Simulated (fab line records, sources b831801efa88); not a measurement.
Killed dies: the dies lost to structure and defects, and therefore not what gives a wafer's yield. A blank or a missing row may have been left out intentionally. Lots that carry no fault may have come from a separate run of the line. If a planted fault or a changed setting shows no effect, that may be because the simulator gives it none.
Which tool did it?    flow gf180mcu    6 lots, 18 wafers sampled, at 4 steps of a route of 602

WHAT EACH GAUGE READ, for each wafer
GF_HV_LDD_TW_MEAS_38.
lot   measured      on             HV_LDD_3_TW
L229  day 11 21:25  film metro-04  1453 1446 1446
L233  day 13 05:53  film metro-04  1447 1447 1452
L236  day 14 04:11  film metro-02  1464 1465 1464
L238  day 14 19:23  film metro-03  1458 1461 1451
L248  day 18 08:49  film metro-04  1444 1451 1446
L250  day 18 16:03  film metro-02  1458 1459 1462

WHAT TOOL EACH LOT RAN ON (gives the tool, then ch and the chambers of the sampled wafers, and finally the start)
lot   GF_VT_IMPLANT_RTA_45              GF_HV_LDD_STRIP_22                    GF_HV_LDD_IMPLANT_33
L229  rtp anneal-01 ch 0, day 7 18:59   plasma asher-01 ch 0,1, day 11 01:10  implanter-01 ch 0, day 11 20:45
L233  rtp anneal-02 ch 0, day 9 00:14   plasma asher-01 ch 0,1, day 12 09:08  implanter-03 ch 0, day 13 05:11
L236  rtp anneal-02 ch 0, day 9 20:23   plasma asher-01 ch 0,1, day 13 08:56  implanter-04 ch 0, day 14 03:29
L238  rtp anneal-01 ch 0, day 10 08:24  plasma asher-02 ch 0,1, day 13 22:01  implanter-01 ch 0, day 14 18:42
L248  rtp anneal-02 ch 0, day 13 08:08  plasma asher-01 ch 0,1, day 17 08:58  implanter-04 ch 0, day 18 08:07
L250  rtp anneal-01 ch 0, day 13 16:48  plasma asher-03 ch 1, day 17 15:16    implanter-04 ch 0, day 18 15:21
- GF_VT_IMPLANT_RTA_45: time 30 s.
- GF_HV_LDD_STRIP_22: strips in O2/N2.
- GF_HV_LDD_IMPLANT_33

THE ANSWER, worked out from the rows above alone
Rule: the usual values come from the lots themselves. Put in order of their means at a reading, lots are off if they are a third of the lots or fewer, leave a main group of 4 or more, and stand apart from it by a gap of 3 or more times the standard deviation of the main group's means; of several such gaps the widest counts. The tables above print the reading to a certain number of digits; a main group whose means all agree to those digits is not used. A lot without any number at a reading at which 4 lots or more have one is off too. Where the step has rows for the other lots, those lots are counted as sound.
Nothing can be told from this: no lot is off at any reading shown.

WHAT THE SIMULATOR HAD PUT IN
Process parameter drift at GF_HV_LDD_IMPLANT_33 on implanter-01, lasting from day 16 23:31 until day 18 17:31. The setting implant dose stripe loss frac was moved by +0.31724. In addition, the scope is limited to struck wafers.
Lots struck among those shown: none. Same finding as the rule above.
